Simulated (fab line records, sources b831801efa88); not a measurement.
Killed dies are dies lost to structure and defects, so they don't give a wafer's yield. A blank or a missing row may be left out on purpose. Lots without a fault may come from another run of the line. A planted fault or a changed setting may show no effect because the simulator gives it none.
Which tool did it? | flow sky130 | 13 lots, 39 wafers sampled, at 4 steps of a route of 708

WHAT THE GAUGES READ, wafer by wafer
SKY_VIA2_THK_MEAS_01.
lot  | measured     | on            | VIA2_HDPCVD_THK (nm)
L968 | day 35 02:04 | film_metro-01 | 1182 1176 1178
L970 | day 35 11:07 | film_metro-03 | 1187 1192 1186
L971 | day 36 00:58 | film_metro-02 | 1184 1169 1183
L974 | day 37 10:09 | film_metro-03 | 1195 1195 1188
L975 | day 37 20:35 | film_metro-01 | 1191 1185 1187
L977 | day 38 01:18 | film_metro-01 | 1189 1191 1214
L976 | day 38 02:08 | film_metro-01 | 1198 1172 1186
L980 | day 39 02:38 | film_metro-03 | 1183 1194 1185
L985 | day 40 09:36 | film_metro-03 | 1173 1178 1173
L986 | day 40 18:04 | film_metro-02 | 1192 1183 1203
L988 | day 41 07:30 | film_metro-03 | 1186 1210 1204
L987 | day 41 08:23 | film_metro-03 | 1178 1175 1176
L990 | day 42 02:38 | film_metro-01 | 1200 1175 1187

SKY_VIA2_OVL_MEAS_13.
lot  | measured     | on         | VIA2_OVL (nm)
L968 | day 36 04:27 | overlay-02 | 2 -2 -3
L970 | day 36 14:17 | overlay-02 | 3 -3 -5
L971 | day 37 03:56 | overlay-02 | -4 2 6
L974 | day 38 11:43 | overlay-02 | -5 -4 -5
L975 | day 38 22:28 | overlay-02 | 9 3 -1
L977 | day 39 03:08 | overlay-01 | 1 -1 -12
L976 | day 39 04:24 | overlay-02 | -12 -3 -11
L980 | day 40 03:46 | overlay-01 | -4 -7 -9
L985 | day 41 10:02 | overlay-02 | -1 -1 -3
L986 | day 41 18:10 | overlay-01 | 5 0 -4
L988 | day 42 07:18 | overlay-02 | -6 1 -5
L987 | day 42 08:14 | overlay-01 | 1 1 -9
L990 | day 43 01:54 | overlay-01 | -5 2 -8

SKY_CAPM_THK_MEAS_01.
lot  | measured     | on            | CAPM_CVD_00_THK (nm)
L968 | day 36 06:04 | film_metro-04 | 14.91 15.22 15.34
L970 | day 36 15:53 | film_metro-03 | 15.41 15.69 15.45
L971 | day 37 05:31 | film_metro-03 | 15.45 15.65 15.90
L974 | day 38 13:18 | film_metro-04 | 15.45 15.63 15.35
L975 | day 39 00:04 | film_metro-04 | 15.43 15.41 15.70
L977 | day 39 04:44 | film_metro-02 | 14.98 15.37 15.42
L976 | day 39 06:56 | film_metro-02 | 15.25 15.37 15.44
L980 | day 40 05:41 | film_metro-02 | 15.62 15.98 15.87
L988 | day 42 08:55 | film_metro-03 | 15.57 15.52 15.85
L990 | day 43 03:29 | film_metro-04 | 15.18 15.20 15.11

WHICH TOOL RAN EACH LOT (tool, then ch and the chambers of the sampled wafers, then the start)
lot  | SKY_VIA2_CMP_24
L968 | cmp-02 ch 1,3, day 36 05:38
L970 | cmp-02 ch 0,2,3, day 36 15:26
L971 | cmp-01 ch 1,2, day 37 05:02
L974 | cmp-02 ch 0,3, day 38 12:49
L975 | cmp-02 ch 1,2, day 38 23:35
L977 | cmp-01 ch 0,1, day 39 04:16
L976 | cmp-02 ch 0,1,3, day 39 06:33
L980 | cmp-01 ch 0,1,3, day 40 05:11
L985 | cmp-01 ch 1,2, day 41 11:11
L986 | cmp-01 ch 0,1, day 41 19:15
L988 | cmp-02 ch 0,1,2, day 42 08:29
L987 | cmp-01 ch 0,1, day 42 09:23
L990 | cmp-02 ch 1,2,3, day 43 03:01
- SKY_VIA2_CMP_24: polishes, stops on SiO2, t overpolish 20 s, target thk 0 nm.

WHAT THE TOOLS THEMSELVES READ (means of the sampled wafers that have a number; where no wafer has one, the mark that the record gives instead)
SKY_VIA2_CMP_24.
lot  | tool   | edge_zone_pressure_frac | motor_current_A (A) | overpolish_run_s (s) | time_to_endpoint_s (s)
L968 | cmp-02 | 1.000                   | 8.8                 | 20.000               | 103
L970 | cmp-02 | 0.996                   | 10.4                | 19.997               | 107
L971 | cmp-01 | 0.995                   | 12.1                | 20.002               | 105
L974 | cmp-02 | 1.001                   | 9.4                 | 20.005               | 103
L975 | cmp-02 | 1.001                   | 11.6                | 19.998               | 109
L977 | cmp-01 | 0.994                   | 12.6                | 20.002               | 104
L976 | cmp-02 | 0.997                   | 10.3                | 19.999               | 103
L980 | cmp-01 | 0.998                   | 11.9                | 20.000               | 106
L985 | cmp-01 | 1.001                   | 12.6                | 0.040                | 160
L986 | cmp-01 | 1.004                   | 12.7                | 0.040                | 155
L988 | cmp-02 | 0.997                   | 11.2                | 19.996               | 110
L987 | cmp-01 | 0.998                   | 12.5                | 0.039                | 157
L990 | cmp-02 | 0.995                   | 10.3                | 20.003               | 110

THE ANSWER, worked out from the rows above alone
Rule: what is usual is taken from the lots themselves. Put in order of their means at a reading, lots are off if they are a third of the lots or fewer, leave a main group of 4 or more, and stand apart from it by a gap of 3 or more times the standard deviation of the main group's means; of several such gaps the widest counts. A main group whose means are all the same, to the digits that the tables above print for the reading, isn't used. A lot without any number at a reading at which 4 lots or more have one is off too. The other lots that the step has rows for count as sound. The gauges are gone through in route order, then the tools' own readings, and for those a lot's mean is taken as printed above. The first step at which some lot is off is used, and at that step the reading that is off furthest; a lot without a number counts as furthest.
Off: L985, L986, L987, at SKY_VIA2_CMP_24 (overpolish_run_s). The main group: mean 20.000 s, standard deviation 0.0027.
A tool fits if, at that step or a process step before it, it ran every lot that is off, and no sound lot after the first of them. One fits: cmp-01 at SKY_VIA2_CMP_24. Its last sound lot is L980 (day 40 05:11), its first lot that is off L985 (day 41 11:11): a fault that began between those two fits.
The tool's own readings at SKY_VIA2_CMP_24 bear it out: on the lots that are off they differ by more than 5 times the standard deviation of the sound lots' means. overpolish_run_s reads 0.040 s there against 20.000 s on the sound lots; time_to_endpoint_s reads 157 s there against 106 s on the sound lots.

WHAT THE SIMULATOR HAD PUT IN
Process parameter drift: cmp-01, from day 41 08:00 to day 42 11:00, at SKY_VIA2_CMP_24. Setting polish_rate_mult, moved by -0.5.
Lots struck among those shown: L985, L986, L987. The rule above found the same.
